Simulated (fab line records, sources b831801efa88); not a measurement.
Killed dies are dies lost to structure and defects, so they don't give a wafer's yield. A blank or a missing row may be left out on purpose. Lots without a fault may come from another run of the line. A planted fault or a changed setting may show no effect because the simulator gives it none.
Which tool did it? | flow gf180mcu | 14 lots, 42 wafers sampled, at 4 steps of a route of 602

WHAT THE GAUGES READ, wafer by wafer
GF_V3_BOW_MEAS_05.
lot  | measured     | on            | V3_BOW (um)
L809 | day 21 08:52 | film_metro-02 | 122 126 128
L811 | day 22 14:35 | film_metro-02 | 111 115 113
L813 | day 22 20:14 | film_metro-02 | 127 122 123
L812 | day 23 01:38 | film_metro-01 | 118 118 118
L815 | day 23 16:59 | film_metro-03 | 101 115 111
L817 | day 24 06:35 | film_metro-03 | 136 122 124
L818 | day 24 13:28 | film_metro-02 | 118 122 115
L819 | day 25 01:49 | film_metro-03 | 118 111 103
L821 | day 25 17:01 | film_metro-02 | 110 118 108
L822 | day 26 01:52 | film_metro-02 | 120 121 119
L826 | day 27 03:32 | film_metro-03 | 123 115 116
L828 | day 27 21:47 | film_metro-02 | 123 118 114
L829 | day 28 05:05 | film_metro-01 | 107 91 108
L830 | day 28 06:38 | film_metro-01 | 112 103 103

GF_TOP_METAL_CD_MEAS_14: target cd 440 nm.
lot  | measured     | on        | cd_nm (nm)
L809 | day 28 00:22 | cd_sem-02 | 440.5 441.9 442.7
L811 | day 29 01:24 | cd_sem-01 | 439.2 437.5 437.8
L813 | day 29 07:06 | cd_sem-01 | 442.0 439.2 438.3
L812 | day 29 10:56 | cd_sem-02 | 443.7 443.0 441.8
L815 | day 29 23:41 | cd_sem-01 | 439.0 439.1 438.0
L817 | day 30 10:28 | cd_sem-02 | 442.0 441.2 440.4
L818 | day 30 16:56 | cd_sem-01 | 440.3 438.3 438.6
L819 | day 31 03:31 | cd_sem-01 | 433.4 433.8 433.8
L821 | day 31 16:20 | cd_sem-01 | 439.0 438.8 439.5
L822 | day 31 23:39 | cd_sem-02 | 439.9 438.6 440.3
L826 | day 32 20:26 | cd_sem-01 | 432.1 436.8 436.7
L828 | day 33 11:06 | cd_sem-01 | 439.6 440.1 438.9
L829 | day 33 17:03 | cd_sem-02 | 440.8 439.3 441.8
L830 | day 33 19:29 | cd_sem-02 | 439.7 442.3 445.1

WHICH TOOL RAN EACH LOT (tool, then ch and the chambers of the sampled wafers, then the start)
lot  | GF_MIM_SPUTTER_03            | GF_V5_CVD_00
L809 | pvd_sputter-02, day 24 09:22 | hdpcvd-01 ch 0,1,2, day 26 05:21
L811 | pvd_sputter-02, day 25 14:22 | hdpcvd-02 ch 0,1,2, day 27 08:13
L813 | pvd_sputter-04, day 25 18:47 | hdpcvd-01 ch 0,1,2, day 27 13:23
L812 | pvd_sputter-01, day 25 23:34 | hdpcvd-01 ch 0,2, day 27 17:52
L815 | pvd_sputter-01, day 26 13:27 | hdpcvd-01 ch 0,1, day 28 06:54
L817 | pvd_sputter-02, day 27 02:57 | hdpcvd-02 ch 0,2, day 28 18:37
L818 | pvd_sputter-01, day 27 08:37 | hdpcvd-02 ch 0,1,2, day 29 01:49
L819 | pvd_sputter-02, day 27 20:36 | hdpcvd-01 ch 0,1, day 29 12:43
L821 | pvd_sputter-02, day 28 09:55 | hdpcvd-02 ch 0,1,2, day 30 02:16
L822 | pvd_sputter-01, day 28 19:37 | hdpcvd-02 ch 0,1, day 30 10:52
L826 | pvd_sputter-02, day 29 19:34 | hdpcvd-01 ch 0,1,2, day 31 09:24
L828 | pvd_sputter-02, day 30 12:05 | hdpcvd-01 ch 0,2, day 32 00:04
L829 | pvd_sputter-01, day 30 18:18 | hdpcvd-02 ch 0,1,2, day 32 06:23
L830 | pvd_sputter-01, day 30 19:53 | hdpcvd-02 ch 1,2, day 32 08:41
- GF_MIM_SPUTTER_03: material Ti, target thk 10 nm, time 6.7 s.
- GF_V5_CVD_00: deposits SiO2, target thk 300 nm, time 50 s.

WHAT THE TOOLS THEMSELVES READ (means of the sampled wafers that have a number; where no wafer has one, the mark that the record gives instead)
GF_MIM_SPUTTER_03.
lot  | tool           | throttle_valve_pct (%)
L809 | pvd_sputter-02 | 30.3
L811 | pvd_sputter-02 | 29.6
L813 | pvd_sputter-04 | 29.5
L812 | pvd_sputter-01 | 29.7
L815 | pvd_sputter-01 | 31.1
L817 | pvd_sputter-02 | 30.4
L818 | pvd_sputter-01 | 29.8
L819 | pvd_sputter-02 | 30.0
L821 | pvd_sputter-02 | 30.0
L822 | pvd_sputter-01 | 29.9
L826 | pvd_sputter-02 | 29.3
L828 | pvd_sputter-02 | 29.9
L829 | pvd_sputter-01 | 30.4
L830 | pvd_sputter-01 | 30.1

THE ANSWER, worked out from the rows above alone
Rule: what is usual is taken from the lots themselves. Put in order of their means at a reading, lots are off if they are a third of the lots or fewer, leave a main group of 4 or more, and stand apart from it by a gap of 3 or more times the standard deviation of the main group's means; of several such gaps the widest counts. A main group whose means are all the same, to the digits that the tables above print for the reading, isn't used. A lot without any number at a reading at which 4 lots or more have one is off too. The other lots that the step has rows for count as sound. The gauges are gone through in route order, then the tools' own readings, and for those a lot's mean is taken as printed above. The first step at which some lot is off is used, and at that step the reading that is off furthest; a lot without a number counts as furthest.
No lot is off at any reading shown: from this, nothing can be told.

WHAT THE SIMULATOR HAD PUT IN
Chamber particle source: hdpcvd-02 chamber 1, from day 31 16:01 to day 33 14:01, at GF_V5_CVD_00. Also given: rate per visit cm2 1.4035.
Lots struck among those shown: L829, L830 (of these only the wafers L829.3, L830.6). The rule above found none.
